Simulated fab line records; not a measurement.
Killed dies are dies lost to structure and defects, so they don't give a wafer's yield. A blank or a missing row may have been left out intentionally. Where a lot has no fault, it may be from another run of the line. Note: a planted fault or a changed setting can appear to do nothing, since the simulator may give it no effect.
fab line records | flow sky130
[record] lots = 24 wafers = 72 last_day = 50
route steps=708 shown VT_ADJUST_LVTN@115 VT_ADJUST_HVTR@142 POLY_CUT@317 RES_XHIGH@341 LOCAL_INTERCONNECT@402 VIA1@471
lots that met no fault: taken from a fault-free run of the same line
start_h: the number of hours between the record's first day and the start of the first shown wafer of the lot | wait_h: time in hours since the lot's previous step | " as in the row above | L1.1+2: one row covering several wafers at once | - value missing, or start not given | * or withheld: withheld | < > ~ a bound
route shown NAME@n: names a module that has steps shown in the file, with the first one's number in the route | usual: the fault-free wafers' mean and standard deviation | same: alike in all rows | chamber/n: place in a boat | sites: readings site by site | _std_site: standard deviation across them | _edge_site: inner sites' mean taken away from outer sites' mean | radius_mm: how far each site lies from the wafer's centre | mask NAME#n: copy n | behind: the last tool/chamber to shape the wafer | hold: what put the lot on hold/how long, in hours/how the hold closed | device: the transistor (n, p or np) that didn't switch | end of line: the route-end tests of the same wafers | a step without rows: its recipe alone | killed: at the first sort, the dies lost to defects and structure; wafer yield is something else | map: per-die view of a wafer (x killed, . not killed, _ where there is no die)
set.NAME: the setting as run; set.NAME@STEP: as run at that earlier step | model.NAME: the simulator's own value behind a step, which no gauge read
one table for each step of the route and one row for each wafer, over a sample of lots
services: when a tool's chamber went out of use (start_h, in hours from the record's first day, below 0 if earlier), for how many hours, and the reason
[[steps]]
[step SKY_VT_ADJUST_LVTN_OVL_MEAS_18]
[usual] VT_ADJUST_LVTN_01_OVL = 0.1/1.6
// columns lot.wafer tool chamber start_h wait_h VT_ADJUST_LVTN_01_OVL[nm]
L074.2 overlay-02 - 157.03 0.1 1.0
L074.3 " - " " 2.3
L074.4 " - " " -0.8
L075.1 overlay-02 - 166.82 0.1 3.4
L075.3 " - " " 3.0
L075.5 " - " " 1.5
L076.1 overlay-02 - 173.37 0.1 0.9
L076.2 " - " " 0.2
L076.3 " - " " 2.1
L077.2 overlay-02 - 180.33 0.1 1.6
L077.3 " - " " 1.2
L077.4 " - " " 2.1
L078.2 overlay-02 - 187.63 0.1 0.8
L078.3 " - " " -1.9
L078.5 " - " " -3.2
L079.1 overlay-02 - 191.92 0.1 -0.4
L079.3 " - " " 0.2
L079.6 " - " " 0.4
L080.1 overlay-02 - 203.32 0.1 1.6
L080.3 " - " " 1.0
L080.4 " - " " 1.0
L081.1 overlay-01 - 206.72 0.1 0.6
L081.3 " - " " 0.3
L081.4 " - " " 1.0
L082.4 overlay-02 - 218.29 0.1 2.3
L082.5 " - " " -0.5
L082.6 " - " " 0.7
L083.1 overlay-01 - 226.62 0.1 -1.3
L083.2 " - " " -0.2
L083.4 " - " " -1.7
L084.2 overlay-02 - 228.62 0.1 0.1
L084.5 " - " " 1.5
L084.6 " - " " 1.0
L085.1 overlay-01 - 238.77 0.1 2.4
L085.4 " - " " 1.8
L085.5 " - " " -0.2
L086.2 overlay-01 - 242.38 0.1 1.4
L086.3 " - " " -1.2
L086.4 " - " " -1.3
L087.4 overlay-01 - 252.68 0.1 -2.9
L087.5 " - " " -1.6
L087.6 " - " " -2.1
L088.3 overlay-02 - 262.78 0.1 1.5
L088.5 " - " " 1.5
L088.6 " - " " 0.6
L089.1 overlay-01 - 264.62 0.1 -0.9
L089.3 " - " " -2.6
L089.6 " - " " -3.0
L090.2 overlay-02 - 271.98 0.1 0.1
L090.3 " - " " -1.4
L090.5 " - " " -1.5
L091.1 overlay-01 - 276.42 0.1 -1.7
L091.2 " - " " 0.6
L091.5 " - " " -0.9
L092.1 overlay-01 - 281.87 0.1 0.5
L092.3 " - " " 1.3
L092.6 " - " " 0.9
L093.3 overlay-02 - 291.18 0.1 -1.0
L093.5 " - " " 1.0
L093.6 " - " " -0.4
L094.2 overlay-01 - 297.42 0.1 -1.9
L094.3 " - " " -3.4
L094.4 " - " " -4.5
L095.1 overlay-02 - 304.17 0.1 -2.4
L095.5 " - " " 1.3
L095.6 " - " " -1.5
L096.2 overlay-02 - 308.57 0.1 -0.9
L096.4 " - " " 2.9
L096.6 " - " " -0.4
L097.1 overlay-01 - 316.97 0.1 1.5
L097.3 " - " " 0.2
L097.6 " - " " 0.7
[step SKY_VT_ADJUST_HVTR_TW_MEAS_11]
[usual] VT_ADJUST_HVTR_TW = 212.6/2
// columns lot.wafer tool chamber start_h wait_h VT_ADJUST_HVTR_TW
L074.2 film_metro-04 - 199.39 0.1 209.7
L074.3 " - " " 211.6
L074.4 " - " " 212.1
L075.1 film_metro-03 - 209.98 0.1 211.4
L075.3 " - " " 210.1
L075.5 " - " " 210.0
L076.1 film_metro-04 - 217.53 0.1 212.3
L076.2 " - " " 213.0
L076.3 " - " " 212.5
L077.2 film_metro-04 - 225.14 0.1 212.1
L077.3 " - " " 213.0
L077.4 " - " " 212.9
L078.2 film_metro-04 - 233.19 0.1 211.6
L078.3 " - " " 212.6
L078.5 " - " " 212.2
L079.1 film_metro-04 - 238.08 0.1 213.0
L079.3 " - " " 212.2
L079.6 " - " " 212.3
L080.1 film_metro-02 - 249.48 0.1 216.1
L080.3 " - " " 215.6
L080.4 " - " " 214.2
L081.1 film_metro-03 - 253.53 0.1 210.8
L081.3 " - " " 211.0
L081.4 " - " " 209.6
L082.4 film_metro-03 - 266.51 0.1 212.8
L082.5 " - " " 211.6
L082.6 " - " " 211.2
L083.1 film_metro-03 - 272.98 0.1 210.9
L083.2 " - " " 211.5
L083.4 " - " " 211.9
L084.2 film_metro-02 - 276.84 0.1 215.9
L084.5 " - " " 214.5
L084.6 " - " " 215.5
L085.1 film_metro-03 - 286.73 0.1 213.4
L085.4 " - " " 211.6
L085.5 " - " " 213.1
L086.2 film_metro-02 - 291.54 0.1 215.6
L086.3 " - " " 217.1
L086.4 " - " " 215.3
L087.4 film_metro-04 - 302.66 0.1 212.2
L087.5 " - " " 213.1
L087.6 " - " " 212.0
L088.3 film_metro-02 - 312.40 0.1 213.8
L088.5 " - " " 214.5
L088.6 " - " " 214.8
L089.1 film_metro-04 - 314.38 0.1 209.5
L089.3 " - " " 208.6
L089.6 " - " " 210.4
L090.2 film_metro-02 - 323.54 0.1 214.5
L090.3 " - " " 214.7
L090.5 " - " " 214.0
L091.1 film_metro-02 - 327.23 0.1 214.1
L091.2 " - " " 213.5
L091.5 " - " " 213.7
L092.1 film_metro-02 - 333.43 0.1 214.9
L092.3 " - " " 213.5
L092.6 " - " " 214.6
L093.3 film_metro-04 - 343.65 0.1 210.9
L093.5 " - " " 211.3
L093.6 " - " " 210.5
L094.2 film_metro-02 - 350.94 0.1 215.3
L094.3 " - " " 216.4
L094.4 " - " " 217.0
L095.1 film_metro-03 - 358.53 0.1 210.5
L095.5 " - " " 210.9
L095.6 " - " " 209.1
L096.2 film_metro-03 - 362.79 0.1 211.1
L096.4 " - " " 210.3
L096.6 " - " " 210.1
L097.1 film_metro-03 - 371.43 0.1 210.5
L097.3 " - " " 211.0
L097.6 " - " " 212.4
[step SKY_POLY_CUT_ETCH_10]
[recipe] chemistry = N2/H2 target = BARC ion_energy_ev = 200 source_w = 500 bias_w = 101.4 pressure_mtorr = 30 n2_flow_sccm = 100 h2_flow_sccm = 200 stop_on = SiO2 time_s = 45.9 target_depth_a = 600
[usual] drypump_motor_current_A = 5.5/0.55 oes_product_au = 0.856/0.0046 throttle_valve_pct = 13.226/0.0089
[same] time_s = 45.9
// columns lot.wafer tool chamber start_h wait_h drypump_motor_current_A oes_product_au rf_hours_counter_h throttle_valve_pct
L074.2 rie_diel-03 2 553.33 0.0 5.0 0.852 19 13.206
L074.3 " 0 " " 5.1 0.855 16 13.214
L074.4 " 3 " " 5.2 0.851 - 13.242
L075.1 rie_diel-03 2 564.63 0.0 5.0 0.868 19 13.224
L075.3 " 3 " " 5.2 0.857 1 13.232
L075.5 " 2 " " 5.0 0.857 - 13.241
L076.1 rie_diel-02 2 568.53 0.0 6.4 0.854 43 13.219
L076.2 " 0 " " 5.5 0.847 18 13.214
L076.3 " 3 " " 5.0 0.856 6 13.231
L077.2 rie_diel-02 1 583.13 0.0 6.0 0.854 1 13.218
L077.3 " 2 " " 6.4 0.851 44 13.233
L077.4 " 0 " " 5.5 0.855 19 13.230
L078.2 rie_diel-02 3 592.28 0.0 5.0 0.856 7 13.225
L078.3 " 1 " " 6.0 0.851 1 13.220
L078.5 " 1 " " 6.0 0.854 - 13.219
L079.1 rie_diel-03 2 595.73 0.0 5.0 0.858 20 13.237
L079.3 " 3 " " 5.2 0.861 1 13.216
L079.6 " 2 " " 5.0 0.858 - 13.227
L080.1 rie_diel-03 2 613.53 0.0 5.0 0.854 20 13.216
L080.3 " 1 " " 4.9 0.861 1 13.214
L080.4 " 2 " " 5.0 0.857 - 13.225
L081.1 rie_diel-03 0 619.98 0.0 5.1 0.859 18 13.222
L081.3 " 3 " " 5.2 0.858 2 13.224
L081.4 " 2 " " 5.0 0.858 21 13.221
L082.4 rie_diel-02 2 627.73 0.0 6.4 0.856 44 13.228
L082.5 " 1 " " 6.0 0.854 - 13.211
L082.6 " 2 " " 6.3 0.859 - 13.241
L083.1 rie_diel-02 3 635.30 0.0 5.0 0.848 8 13.235
L083.2 " 2 " " 6.3 0.851 44 13.225
L083.4 " 1 " " 6.0 0.849 2 13.220
L084.2 rie_diel-02 2 643.88 0.0 6.3 0.862 45 13.231
L084.5 " 1 " " 6.0 0.852 - 13.230
L084.6 " 0 " " 5.5 0.855 - 13.224
L085.1 rie_diel-03 0 652.58 0.0 5.1 0.861 18 13.227
L085.4 " 2 " " 5.0 0.866 21 13.208
L085.5 " 2 " " 5.0 0.857 - 13.235
L086.2 rie_diel-02 3 662.23 0.0 5.0 0.856 9 13.226
L086.3 " 1 " " 6.0 0.853 2 13.242
L086.4 " 0 " " 5.5 0.863 20 13.214
L087.4 rie_diel-02 1 675.74 0.0 6.0 0.863 3 13.234
L087.5 " 0 " " 5.6 0.858 - 13.210
L087.6 " 3 " " 5.0 0.854 - 13.207
L089.1 rie_diel-02 3 681.93 0.0 5.0 0.852 9 13.228
L089.3 " 0 " " 5.5 0.857 21 13.220
L089.6 " 2 " " 6.3 0.850 - 13.235
L088.3 rie_diel-03 2 683.98 0.0 5.0 0.851 22 13.219
L088.5 " 1 " " 4.8 0.856 - 13.227
L088.6 " 2 " " 5.0 0.853 - 13.221
L091.1 rie_diel-02 0 702.03 0.0 5.5 0.847 22 13.231
L091.2 " 1 " " 6.0 0.857 3 13.234
L091.5 " 1 " " 6.0 0.861 - 13.221
L092.1 rie_diel-01 1 702.88 0.0 6.2 0.858 15 13.227
L092.3 " 0 " " 5.3 0.851 14 13.226
L092.6 " 1 " " 6.2 0.857 - 13.215
L090.2 rie_diel-02 3 703.23 0.0 5.0 0.852 10 13.229
L090.3 " 1 " " 6.0 0.852 3 13.233
L090.5 " 2 " " 6.4 0.857 - 13.223
L093.3 rie_diel-02 0 711.88 0.0 5.5 0.860 22 13.214
L093.5 " 1 " " 6.0 0.862 - 13.233
L093.6 " 0 " " 5.5 0.856 - 13.213
L094.2 rie_diel-03 2 719.13 0.0 5.0 0.860 23 13.231
L094.3 " 0 " " 5.1 0.864 19 13.228
L094.4 " 1 " " 4.9 0.856 4 13.235
L095.1 rie_diel-02 0 729.63 0.0 5.5 0.861 23 13.212
L095.5 " 1 " " 6.0 0.843 - 13.211
L095.6 " 0 " " 5.5 0.855 - 13.219
L096.2 rie_diel-01 2 733.28 0.0 5.1 0.854 39 13.214
L096.4 " 0 " " 5.4 0.862 14 13.226
L096.6 " 1 " " 6.2 0.857 - 13.237
L097.1 rie_diel-03 2 740.78 0.0 5.0 0.855 24 13.216
L097.3 " 1 " " 4.8 0.857 4 13.236
L097.6 " 0 " " 5.1 0.848 - 13.221
[step SKY_RES_XHIGH_TW_MEAS_09]
[usual] RES_XHIGH_TW = 1631/28
// columns lot.wafer tool chamber start_h wait_h RES_XHIGH_TW
L074.2 film_metro-01 - 612.88 0.1 1599
L074.3 " - " " 1593
L074.4 " - " " 1586
L075.1 film_metro-01 - 622.76 0.1 1592
L075.3 " - " " 1601
L075.5 " - " " 1606
L076.1 film_metro-01 - 627.01 0.1 1612
L076.2 " - " " 1610
L076.3 " - " " 1605
L077.2 film_metro-02 - 641.03 0.1 1672
L077.3 " - " " 1673
L077.4 " - " " 1657
L078.2 film_metro-01 - 650.23 0.1 1618
L078.3 " - " " 1617
L078.5 " - " " 1616
L079.1 film_metro-02 - 653.32 0.1 1643
L079.3 " - " " 1651
L079.6 " - " " 1660
L080.1 film_metro-02 - 669.36 0.1 1658
L080.3 " - " " 1652
L080.4 " - " " 1648
L081.1 film_metro-01 - 677.51 0.1 1604
L081.3 " - " " 1595
L081.4 " - " " 1600
L082.4 film_metro-03 - 683.49 0.1 1610
L082.5 " - " " 1609
L082.6 " - " " 1611
L083.1 film_metro-03 - 692.26 0.1 1612
L083.2 " - " " 1609
L083.4 " - " " 1620
L084.2 film_metro-03 - 700.32 0.1 1620
L084.5 " - " " 1599
L084.6 " - " " 1607
L085.1 film_metro-02 - 709.37 0.1 1666
L085.4 " - " " 1671
L085.5 " - " " 1662
L086.2 film_metro-02 - 718.03 0.1 1662
L086.3 " - " " 1661
L086.4 " - " " 1660
L087.4 film_metro-01 - 731.64 0.1 1611
L087.5 " - " " 1611
L087.6 " - " " 1611
L089.1 film_metro-02 - 737.56 0.1 1655
L089.3 " - " " 1667
L089.6 " - " " 1663
L088.3 film_metro-02 - 739.94 0.1 1661
L088.5 " - " " 1674
L088.6 " - " " 1668
L091.1 film_metro-01 - 757.36 0.1 1620
L091.2 " - " " 1617
L091.5 " - " " 1608
L092.1 film_metro-03 - 758.86 0.1 1619
L092.3 " - " " 1604
L092.6 " - " " 1605
L090.2 film_metro-01 - 759.17 0.1 1607
L090.3 " - " " 1614
L090.5 " - " " 1616
L093.3 film_metro-02 - 766.79 0.1 1674
L093.5 " - " " 1673
L093.6 " - " " 1676
L094.2 film_metro-01 - 773.93 0.1 1617
L094.3 " - " " 1605
L094.4 " - " " 1613
L095.1 film_metro-03 - 783.86 0.1 1624
L095.5 " - " " 1625
L095.6 " - " " 1622
L096.2 film_metro-02 - 787.07 0.1 1688
L096.4 " - " " 1673
L096.6 " - " " 1686
L097.1 film_metro-03 - 794.92 0.1 1615
L097.3 " - " " 1604
L097.6 " - " " 1611
[step SKY_LOCAL_INTERCONNECT_STRIP_15]
[recipe] chemistry = O2/N2 power_w = 1400 pressure_mtorr = 1544 platen_temp_c = withheld o2_flow_sccm = 3000 n2_flow_sccm = 300 overash_fraction = 0.5
[usual] drypump_motor_current_A = 6.25/0.18 oes_product_au = 0.428/0.0043 strip_time_to_endpoint_s = 4.702/0.016
// columns lot.wafer tool chamber start_h wait_h drypump_motor_current_A oes_product_au rf_hours_counter_h strip_time_to_endpoint_s
L074.2 plasma_asher-03 0 699.75 0.0 6.19 0.428 89 4.719
L074.3 " 1 " " 6.28 0.424 - 4.726
L074.4 " 0 " " 6.18 0.426 - 4.702
L075.1 plasma_asher-01 1 709.74 0.0 6.36 0.421 59 4.711
L075.3 " 1 " " 6.35 0.429 - 4.709
L075.5 " 1 " " 6.37 0.433 - 4.706
L076.1 plasma_asher-03 0 713.60 0.0 6.19 0.426 90 4.693
L076.2 " 1 " " 6.26 0.431 90 4.689
L076.3 " 1 " " 6.27 0.428 - 4.723
L077.2 plasma_asher-03 1 727.58 0.0 6.28 0.422 91 4.713
L077.3 " 1 " " 6.28 0.424 - 4.702
L077.4 " 0 " " 6.22 0.424 - 4.694
L078.2 plasma_asher-03 1 737.28 0.0 6.29 0.423 92 4.704
L078.3 " 1 " " 6.30 0.420 - 4.663
L078.5 " 1 " " 6.30 0.423 - 4.703
L079.1 plasma_asher-03 0 738.53 0.0 6.17 0.430 92 4.710
L079.3 " 1 " " 6.28 0.427 - 4.717
L079.6 " 0 " " 6.19 0.428 - 4.716
L080.1 plasma_asher-03 1 755.04 0.0 6.30 0.426 94 4.686
L080.3 " 1 " " 6.31 0.433 - 4.711
L080.4 " 0 " " 6.18 0.434 - 4.704
L081.1 plasma_asher-01 1 762.83 0.0 6.35 0.430 65 4.680
L081.3 " 1 " " 6.34 0.426 - 4.704
L081.4 " 0 " " 6.07 0.425 - 4.704
L082.4 plasma_asher-03 1 768.98 0.1 6.27 0.426 - 4.702
L082.5 " 0 " " 6.19 0.424 - 4.711
L082.6 " 1 " " 6.31 0.433 - 4.710
L083.1 plasma_asher-01 1 777.09 0.0 6.38 0.432 66 4.739
L083.2 " 0 " " 6.04 0.432 66 4.716
L083.4 " 0 " " 6.01 0.433 - 4.712
L084.2 plasma_asher-02 0 784.89 0.0 6.70 0.426 4 4.711
L084.5 " 1 " " 6.08 0.431 - 4.702
L084.6 " 0 " " 6.71 0.429 - 4.689
L085.1 plasma_asher-01 0 793.48 0.0 6.01 0.435 68 4.709
L085.4 " 0 " " 6.05 0.426 - 4.696
L085.5 " 1 " " 6.37 0.430 - 4.704
L086.2 plasma_asher-01 0 804.28 0.0 6.00 0.426 69 4.712
L086.3 " 1 " " 6.35 0.435 - 4.740
L086.4 " 0 " " 6.03 0.425 - 4.740
L087.4 plasma_asher-03 1 815.44 0.1 6.28 0.431 - 4.697
L087.5 " 1 " " 6.28 0.420 - 4.720
L087.6 " 0 " " 6.19 0.431 - 4.714
L089.1 plasma_asher-01 1 820.66 0.1 6.35 0.424 70 4.717
L089.3 " 1 " " 6.38 0.429 - 4.714
L089.6 " 1 " " 6.36 0.425 - 4.749
L088.3 plasma_asher-01 0 822.18 0.1 6.02 0.433 - 4.713
L088.5 " 0 " " 6.06 0.428 - 4.704
L088.6 " 1 " " 6.35 0.428 - 4.704
L091.1 plasma_asher-01 0 840.46 0.1 6.06 0.427 72 4.730
L091.2 " 1 " " 6.37 0.427 72 4.703
L091.5 " 0 " " 6.03 0.429 - 4.717
L092.1 plasma_asher-01 0 842.10 0.0 6.02 0.427 72 4.728
L092.3 " 1 " " 6.38 0.429 - 4.702
L092.6 " 1 " " 6.38 0.431 - 4.706
L090.2 plasma_asher-03 0 842.86 0.1 6.23 0.433 103 4.709
L090.3 " 0 " " 6.18 0.425 - 4.701
L090.5 " 0 " " 6.23 0.420 - 4.686
L093.3 plasma_asher-03 0 849.57 0.1 6.19 0.421 - 4.708
L093.5 " 0 " " 6.21 0.434 - 4.698
L093.6 " 1 " " 6.30 0.430 - 4.684
L094.2 plasma_asher-01 0 856.05 0.1 6.02 0.432 74 4.682
L094.3 " 1 " " 6.36 0.425 - 4.690
L094.4 " 0 " " 6.05 0.424 - 4.697
L095.1 plasma_asher-02 1 866.43 0.0 6.08 0.430 11 4.685
L095.5 " 1 " " 6.09 0.425 - 4.708
L095.6 " 0 " " 6.70 0.418 - 4.679
L096.2 plasma_asher-02 1 869.35 0.0 6.05 0.433 12 4.700
L096.4 " 0 " " 6.71 0.425 - 4.682
L096.6 " 0 " " 6.72 0.437 - 4.699
L097.1 plasma_asher-02 0 877.25 0.0 6.71 0.425 13 4.691
L097.3 " 0 " " 6.70 0.431 - 4.680
L097.6 " 1 " " 6.08 0.432 - 4.656
[step SKY_VIA1_OVL_MEAS_13]
[usual] VIA1_OVL = -1/4.6
// columns lot.wafer tool chamber start_h wait_h VIA1_OVL[nm]
L074.2 overlay-01 - 785.75 0.1 -6
L074.3 " - " " -4
L074.4 " - " " -5
L075.1 overlay-01 - 794.99 0.1 -5
L075.3 " - " " -1
L075.5 " - " " -5
L076.1 overlay-01 - 799.35 0.1 -4
L076.2 " - " " -7
L076.3 " - " " 1
L077.2 overlay-01 - 812.90 0.1 3
L077.3 " - " " 6
L077.4 " - " " 7
L078.2 overlay-01 - 821.66 0.1 -5
L078.3 " - " " -4
L078.5 " - " " 3
L079.1 overlay-02 - 822.34 0.1 1
L079.3 " - " " -4
L079.6 " - " " -4
L080.1 overlay-02 - 839.79 0.1 -7
L080.3 " - " " -3
L080.4 " - " " -11
L081.1 overlay-01 - 846.99 0.1 2
L081.3 " - " " -2
L081.4 " - " " -3
L082.4 overlay-02 - 851.96 0.1 -1
L082.5 " - " " -8
L082.6 " - " " -5
L083.1 overlay-02 - 861.44 0.1 2
L083.2 " - " " -1
L083.4 " - " " 1
L084.2 overlay-02 - 868.40 0.1 -4
L084.5 " - " " 0
L084.6 " - " " -2
L085.1 overlay-02 - 876.54 0.1 -1
L085.4 " - " " 1
L085.5 " - " " -10
L086.2 overlay-01 - 887.05 0.1 7
L086.3 " - " " 4
L086.4 " - " " 1
L087.4 overlay-01 - 899.21 0.1 0
L087.5 " - " " 0
L087.6 " - " " 6
L089.1 overlay-01 - 903.14 0.1 -9
L089.3 " - " " -8
L089.6 " - " " 1
L088.3 overlay-02 - 905.76 0.1 1
L088.5 " - " " -4
L088.6 " - " " -7
L091.1 overlay-02 - 922.29 0.1 -3
L091.2 " - " " -1
L091.5 " - " " -4
L092.1 overlay-02 - 925.34 0.1 -4
L092.3 " - " " 4
L092.6 " - " " 3
L090.2 overlay-02 - 926.00 0.1 0
L090.3 " - " " -7
L090.5 " - " " 2
L093.3 overlay-02 - 931.61 0.1 -5
L093.5 " - " " -6
L093.6 " - " " -2
L094.2 overlay-01 - 938.35 0.1 -3
L094.3 " - " " 0
L094.4 " - " " -4
L095.1 overlay-02 - 947.45 0.1 -3
L095.5 " - " " -5
L095.6 " - " " 1
L096.2 overlay-01 - 950.65 0.1 5
L096.4 " - " " -7
L096.6 " - " " -4
L097.1 overlay-02 - 957.19 0.1 10
L097.3 " - " " 6
L097.6 " - " " -1
[[services]]
// columns tool chamber start_h hours kind
plasma_asher-01 - 535.73 2.8 pm
rie_diel-02 0 536.40 3.9 repair
rie_diel-01 - 548.01 14.6 pm
plasma_asher-03 - 549.81 15.6 pm
rie_diel-02 0 600.78 9.0 repair
plasma_asher-01 - 610.56 3.6 repair
rie_diel-03 3 612.65 3.9 repair
plasma_asher-03 - 639.08 14.6 pm
rie_diel-03 2 665.79 6.3 repair
rie_diel-03 - 667.32 5.4 repair
rie_diel-03 0 668.86 8.2 repair
rie_diel-02 1 681.04 12.2 repair
plasma_asher-03 - 708.50 4.7 repair
rie_diel-01 0 713.08 6.0 repair
rie_diel-02 - 715.22 0.5 repair
rie_diel-01 0 731.31 1.6 repair
plasma_asher-02 - 733.75 9.0 pm
rie_diel-02 - 746.85 0.5 repair
rie_diel-03 2 773.54 5.8 repair
plasma_asher-02 - 796.75 3.8 repair
rie_diel-03 0 807.51 8.4 repair
rie_diel-02 1 840.59 7.9 repair
rie_diel-02 - 851.02 0.4 repair
rie_diel-02 0 872.02 3.6 repair
[[key]]
fault none
